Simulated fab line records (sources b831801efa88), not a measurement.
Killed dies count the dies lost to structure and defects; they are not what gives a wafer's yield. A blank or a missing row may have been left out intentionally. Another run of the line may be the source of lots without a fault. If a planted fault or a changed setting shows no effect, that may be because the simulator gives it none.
Tool commonality check || flow sky130 || 11 lots, 33 wafers sampled

== WHY IT WAS OPENED ==
SKY_LDD_N_TW_MEAS_17, reading LDD_N_TW: flagged on 2 of 11 lots. No-fault wafers: 2602, standard deviation 15.
Rule: a lot is flagged when every wafer of it that has a number lies more than 4 standard deviations from that mean, or none has a number. The other lots count as sound.

{"lot": "L269", "measured": "day 18 16:56", "on": "film_metro-03", "LDD_N_TW, wafer by wafer": "2615 2628 2603", "flag": ""}
{"lot": "L271", "measured": "day 19 12:48", "on": "film_metro-01", "LDD_N_TW, wafer by wafer": "2607 2606 2625", "flag": ""}
{"lot": "L274", "measured": "day 20 00:26", "on": "film_metro-03", "LDD_N_TW, wafer by wafer": "2618 2620 2608", "flag": ""}
{"lot": "L275", "measured": "day 20 12:57", "on": "film_metro-03", "LDD_N_TW, wafer by wafer": "2619 2623 2609", "flag": ""}
{"lot": "L277", "measured": "day 21 07:44", "on": "film_metro-01", "LDD_N_TW, wafer by wafer": "2524 2533 2524", "flag": "FLAGGED"}
{"lot": "L278", "measured": "day 21 15:24", "on": "film_metro-01", "LDD_N_TW, wafer by wafer": "2601 2598 2609", "flag": ""}
{"lot": "L279", "measured": "day 21 20:23", "on": "film_metro-01", "LDD_N_TW, wafer by wafer": "2524 2514 2532", "flag": "FLAGGED"}
{"lot": "L288", "measured": "day 24 21:51", "on": "film_metro-01", "LDD_N_TW, wafer by wafer": "2611 2612 2605", "flag": ""}
{"lot": "L289", "measured": "day 25 02:39", "on": "film_metro-03", "LDD_N_TW, wafer by wafer": "2587 2596 2598", "flag": ""}
{"lot": "L290", "measured": "day 25 18:58", "on": "film_metro-03", "LDD_N_TW, wafer by wafer": "2589 2587 2584", "flag": ""}
{"lot": "L291", "measured": "day 25 22:32", "on": "film_metro-04", "LDD_N_TW, wafer by wafer": "2615 2600 2597", "flag": ""}
Average over the flagged lots: 2525; offset from the usual -77, equal to -5 standard deviations.

== TOOL THAT RAN EACH LOT ==
The record holds 2 process steps before the reading, out of a route of 708 steps. Every cell lists first the tool, next ch and the chambers used by the sampled wafers, and last the start.
{"lot": "L269", "flag": "", "SKY_LDD_N_IMPLANT_09": "implanter-01 ch 0, day 18 15:49", "SKY_LDD_N_STRIP_16": "plasma_asher-04 ch 0,1, day 18 16:51"}
{"lot": "L271", "flag": "", "SKY_LDD_N_IMPLANT_09": "implanter-01 ch 0, day 19 11:41", "SKY_LDD_N_STRIP_16": "plasma_asher-04 ch 0,1, day 19 12:42"}
{"lot": "L274", "flag": "", "SKY_LDD_N_IMPLANT_09": "implanter-01 ch 0, day 19 23:17", "SKY_LDD_N_STRIP_16": "plasma_asher-03 ch 0,1, day 20 00:20"}
{"lot": "L275", "flag": "", "SKY_LDD_N_IMPLANT_09": "implanter-01 ch 0, day 20 11:49", "SKY_LDD_N_STRIP_16": "plasma_asher-01 ch 0,1, day 20 12:50"}
{"lot": "L277", "flag": "FLAGGED", "SKY_LDD_N_IMPLANT_09": "implanter-01 ch 0, day 21 06:35", "SKY_LDD_N_STRIP_16": "plasma_asher-01 ch 0,1, day 21 07:38"}
{"lot": "L278", "flag": "", "SKY_LDD_N_IMPLANT_09": "implanter-02 ch 0, day 21 14:16", "SKY_LDD_N_STRIP_16": "plasma_asher-03 ch 0, day 21 15:17"}
{"lot": "L279", "flag": "FLAGGED", "SKY_LDD_N_IMPLANT_09": "implanter-01 ch 0, day 21 19:16", "SKY_LDD_N_STRIP_16": "plasma_asher-03 ch 0,1, day 21 20:18"}
{"lot": "L288", "flag": "", "SKY_LDD_N_IMPLANT_09": "implanter-02 ch 0, day 24 20:43", "SKY_LDD_N_STRIP_16": "plasma_asher-04 ch 1, day 24 21:44"}
{"lot": "L289", "flag": "", "SKY_LDD_N_IMPLANT_09": "implanter-01 ch 0, day 25 01:31", "SKY_LDD_N_STRIP_16": "plasma_asher-04 ch 0,1, day 25 02:32"}
{"lot": "L290", "flag": "", "SKY_LDD_N_IMPLANT_09": "implanter-04 ch 0, day 25 17:50", "SKY_LDD_N_STRIP_16": "plasma_asher-03 ch 0,1, day 25 18:52"}
{"lot": "L291", "flag": "", "SKY_LDD_N_IMPLANT_09": "implanter-04 ch 0, day 25 21:25", "SKY_LDD_N_STRIP_16": "plasma_asher-03 ch 0,1, day 25 22:27"}
What the steps here do:
- SKY_LDD_N_IMPLANT_09
- SKY_LDD_N_STRIP_16: strips in O2/N2.
- SKY_LDD_N_TW_MEAS_17

== FLAGGED AGAINST TOTAL, ONE TOOL AT A TIME (gauges that did the reading follow at the end) ==
{"step": "SKY_LDD_N_IMPLANT_09", "tool": "implanter-01", "lots run": 7, "flagged": 2, "share of the flagged lots": "all", "sound lots run after its first flagged lot": "1 (L289)"}
{"step": "SKY_LDD_N_IMPLANT_09", "tool": "implanter-02", "lots run": 2, "flagged": 0, "share of the flagged lots": "none", "sound lots run after its first flagged lot": "-"}
{"step": "SKY_LDD_N_IMPLANT_09", "tool": "implanter-04", "lots run": 2, "flagged": 0, "share of the flagged lots": "none", "sound lots run after its first flagged lot": "-"}
{"step": "SKY_LDD_N_STRIP_16", "tool": "plasma_asher-01", "lots run": 2, "flagged": 1, "share of the flagged lots": "some", "sound lots run after its first flagged lot": 0}
{"step": "SKY_LDD_N_STRIP_16", "tool": "plasma_asher-03", "lots run": 5, "flagged": 1, "share of the flagged lots": "some", "sound lots run after its first flagged lot": "2 (L290,L291)"}
{"step": "SKY_LDD_N_STRIP_16", "tool": "plasma_asher-04", "lots run": 4, "flagged": 0, "share of the flagged lots": "none", "sound lots run after its first flagged lot": "-"}
{"step": "SKY_LDD_N_TW_MEAS_17", "tool": "film_metro-01", "lots run": 5, "flagged": 2, "share of the flagged lots": "all", "sound lots run after its first flagged lot": "2 (L278,L288)"}
{"step": "SKY_LDD_N_TW_MEAS_17", "tool": "film_metro-03", "lots run": 5, "flagged": 0, "share of the flagged lots": "none", "sound lots run after its first flagged lot": "-"}
{"step": "SKY_LDD_N_TW_MEAS_17", "tool": "film_metro-04", "lots run": 1, "flagged": 0, "share of the flagged lots": "none", "sound lots run after its first flagged lot": "-"}

== WHAT THE TABLE ALLOWS ==
Table rows that saw every flagged lot: 2, namely implanter-01 at SKY_LDD_N_IMPLANT_09 and film_metro-01 at SKY_LDD_N_TW_MEAS_17.
- implanter-01 at SKY_LDD_N_IMPLANT_09 ran 7 lots, 2 of them flagged. Sound lots followed the first flagged one (L289) on it, something a lasting fault affecting the whole tool could not allow. Its own readings lie more than 4 standard deviations out on every wafer of the flagged lots: dose_ions_cm2, faraday_current_uA.
- film_metro-01 at SKY_LDD_N_TW_MEAS_17 ran 5 lots, 2 of them flagged. Sound lots followed the first flagged one (L278, L288) on it, something a lasting fault affecting the whole tool could not allow.
There is no row in the table that ran each flagged lot and no sound lot after the first.

== WHAT HAD BEEN PUT IN BY THE SIMULATOR ==
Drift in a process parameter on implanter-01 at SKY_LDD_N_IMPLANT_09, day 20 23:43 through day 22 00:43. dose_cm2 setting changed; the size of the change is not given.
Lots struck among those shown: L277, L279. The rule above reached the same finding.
